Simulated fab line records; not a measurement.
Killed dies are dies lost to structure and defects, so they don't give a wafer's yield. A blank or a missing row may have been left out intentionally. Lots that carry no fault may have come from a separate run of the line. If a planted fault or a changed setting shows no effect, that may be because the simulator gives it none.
One fault through the eyes of 2 desks | flow gf180mcu | only its own numbers are on each desk; what lay behind them is given at the end

== THE TOOL OWNER'S DESK: litho_track-02 ==
The tool's own readings at GF_M4_COAT_09 (resist thk 1000 nm): means of the sampled wafers that have a number, for each lot that ran on this tool. Any lot whose mean is over 4 standard deviations away from the usual mean is out of limits and marked OUT; that distance is given in the brackets.
Columns: A = exhaust_pa at GF_M4_COAT_09, usual 45.2 Pa; B = resist_line_temp_C at GF_M4_COAT_09, usual 23.00 C
lot  | first seen here | A    | B
L367 | day 23 13:05    | 44.2 | 23.21
L370 | day 24 20:21    | 46.5 | 23.08
L376 | day 26 13:38    | 45.1 | 22.85
L378 | day 27 01:50    | 44.7 | 22.92
L380 | day 27 23:02    | 45.9 | 22.90
This desk found nothing out of limits on any of the 5 lots.

== METROLOGY DESK ==
What the gauges read for every lot (on any tool): the sampled wafers with a number, averaged. Any lot whose mean is over 4 standard deviations away from the usual mean is out of limits and marked OUT; that distance is given in the brackets.
Columns: A = M4_OVL at GF_M4_OVL_MEAS_15, usual -1 nm
lot  | first seen here | A
L366 | day 23 08:43    | 2
L367 | day 24 00:46    | 4
L369 | day 24 17:01    | -8
L370 | day 25 07:45    | 3
L372 | day 25 15:21    | -6
L373 | day 25 23:22    | 0
L376 | day 27 00:28    | -3
L378 | day 27 12:13    | -1
L380 | day 28 08:40    | 8
L384 | day 29 08:07    | -2
L385 | day 29 17:05    | 8
This desk found nothing out of limits on any of the 11 lots.

== ALL TOGETHER ==
Nothing out of limits was seen by the tool owner's desk.
Nothing out of limits was seen by the metrology desk.

== WHAT THE SIMULATOR HAD PUT IN ==
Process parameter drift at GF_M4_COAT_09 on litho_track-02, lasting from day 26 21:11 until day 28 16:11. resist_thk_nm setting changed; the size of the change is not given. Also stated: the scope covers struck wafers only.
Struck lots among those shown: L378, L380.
